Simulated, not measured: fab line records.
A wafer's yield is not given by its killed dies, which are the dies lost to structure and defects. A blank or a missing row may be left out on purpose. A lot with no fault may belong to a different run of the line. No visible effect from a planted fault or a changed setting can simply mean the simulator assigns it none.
Which tool was responsible? :: flow gf180mcu :: 13 lots with 38 wafers sampled at 3 steps, on a route of 602 steps

## WHAT THE GAUGES READ, wafer by wafer
GF_V1_THK_MEAS_03.
lot: L723
measured: day 17 04:29
on: film_metro-03
V1_CVD_02_THK (nm): 828 850 849

lot: L724
measured: day 17 08:50
on: film_metro-03
V1_CVD_02_THK (nm): 839 859 856

lot: L725
measured: day 17 18:17
on: film_metro-04
V1_CVD_02_THK (nm): 855 872 860

lot: L726
measured: day 18 07:34
on: film_metro-01
V1_CVD_02_THK (nm): 841 852 852

lot: L728
measured: day 18 20:56
on: film_metro-03
V1_CVD_02_THK (nm): 841 851 858

lot: L735
measured: day 22 03:20
on: film_metro-01
V1_CVD_02_THK (nm): 850 856

lot: L737
measured: day 22 08:55
on: film_metro-04
V1_CVD_02_THK (nm): 859 864 868

lot: L738
measured: day 22 14:00
on: film_metro-04
V1_CVD_02_THK (nm): 847 847 850

lot: L740
measured: day 23 06:54
on: film_metro-01
V1_CVD_02_THK (nm): 861 874 868

lot: L741
measured: day 23 17:08
on: film_metro-03
V1_CVD_02_THK (nm): 846 844 863

lot: L742
measured: day 23 23:14
on: film_metro-03
V1_CVD_02_THK (nm): 833 839 842

lot: L743
measured: day 24 05:29
on: film_metro-04
V1_CVD_02_THK (nm): 837 838 843

lot: L746
measured: day 25 00:28
on: film_metro-01
V1_CVD_02_THK (nm): 834 837 845

GF_M2_RS_MEAS_05: uses a four-point probe to measure.
lot: L723
measured: day 18 06:13
on: film_metro-03
M2_ALCU_RS (ohm/sq): 0.0696 0.0698 0.0688

lot: L724
measured: day 18 10:47
on: film_metro-02
M2_ALCU_RS (ohm/sq): 0.0701 0.0699 0.0703

lot: L725
measured: day 18 18:48
on: film_metro-04
M2_ALCU_RS (ohm/sq): 0.0704 0.0707 0.0691

lot: L726
measured: day 19 08:53
on: film_metro-02
M2_ALCU_RS (ohm/sq): 0.0697 0.0691 0.0687

lot: L728
measured: day 19 23:47
on: film_metro-02
M2_ALCU_RS (ohm/sq): 0.0695 0.0697 0.0686

lot: L735
measured: day 23 14:12
on: film_metro-04
M2_ALCU_RS (ohm/sq): 0.0692 0.0691

lot: L737
measured: day 23 10:46
on: film_metro-03
M2_ALCU_RS (ohm/sq): 0.0690 0.0703 0.0691

lot: L738
measured: day 23 14:43
on: film_metro-03
M2_ALCU_RS (ohm/sq): 0.0684 0.0685 0.0686

lot: L740
measured: day 24 07:50
on: film_metro-03
M2_ALCU_RS (ohm/sq): 0.0700 0.0701 0.0698

lot: L741
measured: day 24 17:51
on: film_metro-02
M2_ALCU_RS (ohm/sq): 0.0705 0.0701 0.0710

lot: L742
measured: day 25 00:08
on: film_metro-04
M2_ALCU_RS (ohm/sq): 0.0699 0.0696 0.0697

lot: L743
measured: day 25 06:00
on: film_metro-02
M2_ALCU_RS (ohm/sq): 0.0696 0.0702 0.0688

lot: L746
measured: day 26 00:01
on: film_metro-02
M2_ALCU_RS (ohm/sq): 0.0696 0.0695 0.0690

## TOOL THAT RAN EACH LOT (tool first, then ch and the chambers of the sampled wafers, then the start)
lot: L723
GF_M2_SPUTTER_01: pvd_sputter-02, day 18 06:05

lot: L724
GF_M2_SPUTTER_01: pvd_sputter-03, day 18 10:40

lot: L725
GF_M2_SPUTTER_01: pvd_sputter-01, day 18 18:41

lot: L726
GF_M2_SPUTTER_01: pvd_sputter-01, day 19 08:44

lot: L728
GF_M2_SPUTTER_01: pvd_sputter-03, day 19 23:38

lot: L735
GF_M2_SPUTTER_01: pvd_sputter-02, day 23 14:02

lot: L737
GF_M2_SPUTTER_01: pvd_sputter-01, day 23 10:39

lot: L738
GF_M2_SPUTTER_01: pvd_sputter-02, day 23 14:36

lot: L740
GF_M2_SPUTTER_01: pvd_sputter-01, day 24 07:41

lot: L741
GF_M2_SPUTTER_01: pvd_sputter-03, day 24 17:44

lot: L742
GF_M2_SPUTTER_01: pvd_sputter-03, day 25 00:01

lot: L743
GF_M2_SPUTTER_01: pvd_sputter-02, day 25 05:53

lot: L746
GF_M2_SPUTTER_01: pvd_sputter-01, day 25 23:52
- GF_M2_SPUTTER_01: material TiN, target thk 30 nm, time 25 s.

## WHAT THE TOOLS THEMSELVES READ (means of the sampled wafers that have a number; where no wafer has one, the mark that the record gives instead)
GF_M2_SPUTTER_01.
lot: L723
tool: pvd_sputter-02
throttle_valve_pct (%): 29.9

lot: L724
tool: pvd_sputter-03
throttle_valve_pct (%): 29.1

lot: L725
tool: pvd_sputter-01
throttle_valve_pct (%): 28.9

lot: L726
tool: pvd_sputter-01
throttle_valve_pct (%): 29.8

lot: L728
tool: pvd_sputter-03
throttle_valve_pct (%): 29.4

lot: L735
tool: pvd_sputter-02
throttle_valve_pct (%): 29.6

lot: L737
tool: pvd_sputter-01
throttle_valve_pct (%): 29.5

lot: L738
tool: pvd_sputter-02
throttle_valve_pct (%): 31.3

lot: L740
tool: pvd_sputter-01
throttle_valve_pct (%): 29.7

lot: L741
tool: pvd_sputter-03
throttle_valve_pct (%): 30.3

lot: L742
tool: pvd_sputter-03
throttle_valve_pct (%): 29.6

lot: L743
tool: pvd_sputter-02
throttle_valve_pct (%): 30.4

lot: L746
tool: pvd_sputter-01
throttle_valve_pct (%): 29.3

## THE ANSWER, worked out from the rows above alone
Rule: the usual values come from the lots themselves. The widest of any qualifying gaps counts: lots, ordered by their means at a reading, are off when they make up no more than a third of the lots, leave a main group of 4 or more, and stand apart from it by 3 or more times the standard deviation of that group's means. Not used: any main group whose means are identical at the precision the tables above print for the reading. A lot without any number at a reading at which 4 lots or more have one is off too. All remaining lots with rows at the step are treated as sound. First the gauges in route order, then the tools' own readings, where a lot's mean is used as printed above. At the first step where some lot is off, the reading lying furthest off is the one used; lots without a number count as furthest.
No lot is off on any of the readings shown, so nothing can be concluded from this.

## WHAT WAS PUT IN BY THE SIMULATOR
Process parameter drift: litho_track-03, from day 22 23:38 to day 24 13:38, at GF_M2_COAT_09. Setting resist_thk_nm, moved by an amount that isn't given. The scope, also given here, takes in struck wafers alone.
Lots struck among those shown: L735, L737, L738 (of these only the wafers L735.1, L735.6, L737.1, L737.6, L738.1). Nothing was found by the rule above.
